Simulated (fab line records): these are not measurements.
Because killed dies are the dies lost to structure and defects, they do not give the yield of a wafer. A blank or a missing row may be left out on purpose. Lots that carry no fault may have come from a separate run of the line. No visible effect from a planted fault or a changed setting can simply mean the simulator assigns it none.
Which tool is to blame? -- flow gf180mcu -- 12 lots, 36 wafers sampled, at 5 steps of a route of 602

WHAT EACH GAUGE READ, for each wafer
GF_VT_IMPLANT_TW_MEAS_21. Usual: for VT_IMPLANT_2_TW the level is 1220 and the standard deviation is 12.
lot,measured,on,VT_IMPLANT_2_TW,flag
L771,day 6 07:31,filmMetro-01,1241 1234 1244,
L774,day 7 01:04,filmMetro-04,1223 1220 1215,
L777,day 7 21:08,filmMetro-04,1217 1215 1223,
L778,day 8 03:03,filmMetro-04,1212 1208 1211,
L779,day 8 09:41,filmMetro-01,1237 1237 1235,
L780,day 8 16:41,filmMetro-04,1210 1216 1209,
L787,day 10 12:28,filmMetro-01,1224 1236 1235,
L788,day 10 16:29,filmMetro-03,1206 1201 1203,
L789,day 10 22:09,filmMetro-01,1240 1236 1231,
L790,day 11 04:25,filmMetro-03,1209 1208 1205,
L792,day 11 18:42,filmMetro-04,1218 1220 1221,
L793,day 12 00:08,filmMetro-01,1233 1239 1239,

GF_HV_LDD_RS_MEAS_53: the measuring method here is four-point-probe. Usual: for HV_LDD_RS the level is 417.8 ohm/sq and the standard deviation is 0.94.
lot,measured,on,HV_LDD_RS (ohm/sq),flag
L771,day 12 12:41,filmMetro-02,418.3 418.3 418.8,
L774,day 13 06:51,filmMetro-02,418.3 417.7 417.4,
L777,day 14 10:08,filmMetro-04,416.6 416.6 416.2,
L778,day 14 18:24,filmMetro-02,416.3 416.8 417.1,
L779,day 15 04:58,filmMetro-01,418.4 419.0 418.7,
L780,day 15 11:49,filmMetro-02,418.1 417.1 418.4,
L787,day 17 20:40,filmMetro-02,417.4 418.4 417.6,
L788,day 18 01:14,filmMetro-02,421.7 421.9 420.6 421.0 421.2 422.4,OFF
L789,day 18 07:24,filmMetro-04,424.4 423.9 424.7 422.6 423.7 423.7,OFF
L790,day 18 16:47,filmMetro-04,419.6 417.8 419.5,
L792,day 19 10:09,filmMetro-04,418.5 418.3 418.5,
L793,day 19 15:07,filmMetro-02,418.5 419.2 418.2,

GF_NSD_OVL_MEAS_08. Usual: for NSD_OVL the level is -0.1 nm and the standard deviation is 1.4.
lot,measured,on,NSD_OVL (nm),flag
L771,day 13 11:37,overlay-01,1.9 1.2 2.1,
L774,day 14 06:02,overlay-01,0.4 -0.1 0.6,
L777,day 15 12:08,overlay-02,-3.0 -1.7 -1.6,
L778,day 15 18:01,overlay-02,0.0 -0.8 0.0,
L779,day 16 07:14,overlay-01,-0.9 0.4 -0.6,
L780,day 16 12:27,overlay-01,0.8 2.5 2.0,
L787,day 18 23:50,overlay-02,-2.4 -1.0 -2.3,
L788,day 19 03:55,overlay-01,-0.9 -0.9 -1.5,
L789,day 19 09:55,overlay-02,0.3 0.2 -0.5,
L790,day 19 18:55,overlay-02,-1.5 0.4 -1.3,
L792,day 20 12:10,overlay-02,0.5 0.3 0.7,
L793,day 20 17:05,overlay-02,-0.2 -0.5 -2.0,

EACH LOT AND THE TOOL THAT RAN IT (in order: tool; ch and the chambers of the sampled wafers; start)
lot,GF_POLY_GATE_ETCH_12,GF_HV_LDD_IMPLANT_35
L771,"rieDiel-01 ch 0,2,3, day 9 08:15","implanter-04 ch 0, day 11 16:57"
L774,"rieDiel-03 ch 0,1,2, day 9 23:21","implanter-04 ch 0, day 12 10:05"
L777,"rieDiel-03 ch 0,1,3, day 10 23:41","implanter-04 ch 0, day 13 12:01"
L778,"rieDiel-01 ch 2,3, day 11 07:36","implanter-02 ch 0, day 13 20:44"
L779,"rieDiel-03 ch 0,1,2, day 11 15:18","implanter-02 ch 0, day 14 06:29"
L780,"rieDiel-03 ch 0,1, day 11 23:38","implanter-04 ch 0, day 14 14:16"
L787,"rieDiel-01 ch 0,3, day 14 01:48","implanter-02 ch 0, day 16 21:25"
L788,"rieDiel-01 ch 1,3, day 14 05:17","implanter-02 ch 0, day 17 01:34"
L789,"rieDiel-02 ch 1,3, day 14 10:33","implanter-02 ch 0, day 17 07:38"
L790,"rieDiel-02 ch 1,2,3, day 14 19:23","implanter-04 ch 0, day 17 16:30"
L792,"rieDiel-03 ch 0,3, day 15 10:23","implanter-04 ch 0, day 18 09:31"
L793,"rieDiel-03 ch 0,3, day 15 15:53","implanter-03 ch 0, day 18 13:49"
- GF_POLY_GATE_ETCH_12: etches BARC in N2/H2.
- GF_HV_LDD_IMPLANT_35

AS READ BY THE TOOLS THEMSELVES (means over the sampled wafers that have a number; for cases with no such wafer, the mark the record gives instead)
GF_POLY_GATE_ETCH_12. Usual: drypumpMotorCurrentA 5.6 A, standard deviation 0.4; oesProductAu 0.735 a.u., standard deviation 0.0049; throttleValvePct 13.215 %, standard deviation 0.0087.
lot,tool,drypumpMotorCurrentA (A),oesProductAu (a.u.),throttleValvePct (%),flag
L771,rieDiel-01,5.7,0.740,13.212,
L774,rieDiel-03,5.6,0.732,13.214,
L777,rieDiel-03,5.6,0.737,13.214,
L778,rieDiel-01,5.4,0.732,13.218,
L779,rieDiel-03,5.6,0.736,13.215,
L780,rieDiel-03,5.6,0.738,13.214,
L787,rieDiel-01,5.9,0.735,13.213,
L788,rieDiel-01,5.7,0.736,13.208,
L789,rieDiel-02,5.2,0.731,13.213,
L790,rieDiel-02,5.4,0.734,13.218,
L792,rieDiel-03,5.3,0.734,13.211,
L793,rieDiel-03,5.2,0.731,13.217,

GF_HV_LDD_IMPLANT_35. Usual: beamEnergyKeV 60.000, standard deviation 0.018; beamOnS 9.99 s, standard deviation 0.22; faradayCurrentUA 42.4, standard deviation 0.91; rotationDeg 180.00 degrees, standard deviation 0.042; tiltDeg 30.001 degrees, standard deviation 0.019.
lot,tool,beamEnergyKeV,beamOnS (s),faradayCurrentUA,rotationDeg (degrees),tiltDeg (degrees),flag
L771,implanter-04,60.026,9.80,43.1,179.95,30.027,
L774,implanter-04,60.035,10.10,41.9,180.03,29.992,
L777,implanter-04,59.979,9.98,42.5,179.98,30.013,
L778,implanter-02,59.984,10.03,42.2,180.04,30.001,
L779,implanter-02,60.006,10.09,42.0,179.99,30.001,
L780,implanter-04,59.996,9.94,42.5,180.03,30.005,
L787,implanter-02,60.004,9.88,42.9,179.99,30.005,
L788,implanter-02,59.996,7.82,54.1,179.98,29.993,OFF
L789,implanter-02,59.991,8.03,52.6,180.00,29.993,OFF
L790,implanter-04,59.988,10.03,42.3,180.00,30.001,
L792,implanter-04,60.001,10.09,41.9,180.02,30.033,
L793,implanter-03,60.005,9.99,42.3,180.07,30.002,

THE ANSWER, worked out from the rows above alone
Rule: lot off if the mean of its wafers having a number is beyond 3 standard deviations from the usual mean. Also off: a lot with no number at a reading for which 4 or more lots have one. All remaining lots with rows at the step are treated as sound. Order of review: gauges by route order, followed by the tools' own readings, for which a lot's mean as printed above is used. The first step at which some lot is off is used, and at that step the reading that is off furthest; a lot without a number counts as furthest.
Off: L788, L789, seen at GF_HV_LDD_RS_MEAS_53 (HV_LDD_RS).
If a tool, at a process step before that reading, ran all the lots that are off and no sound lot after the first of them, it fits. Not tried: the gauges at GF_HV_LDD_RS_MEAS_53; whatever is off there is also off at GF_HV_LDD_IMPLANT_35, on other tools, and gauge error can't account for it. One fits: GF_HV_LDD_IMPLANT_35 on implanter-02. A fault onset in the window from L787 (day 16 21:25, its last sound lot) to L788 (day 17 01:34, its first lot off) fits.
The tool's own readings at GF_HV_LDD_IMPLANT_35 bear it out: on the lots that are off they differ by more than 5 times the standard deviation of the sound lots' means. beamOnS reads 7.92 s there against 9.99 s on the sound lots; faradayCurrentUA reads 53.4 there against 42.4 on the sound lots.

WHAT THE SIMULATOR HAD PUT IN
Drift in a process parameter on implanter-02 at GF_HV_LDD_IMPLANT_35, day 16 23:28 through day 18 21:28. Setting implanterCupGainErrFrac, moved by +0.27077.
Shown lots that were struck: L788, L789. Same finding as the rule above.
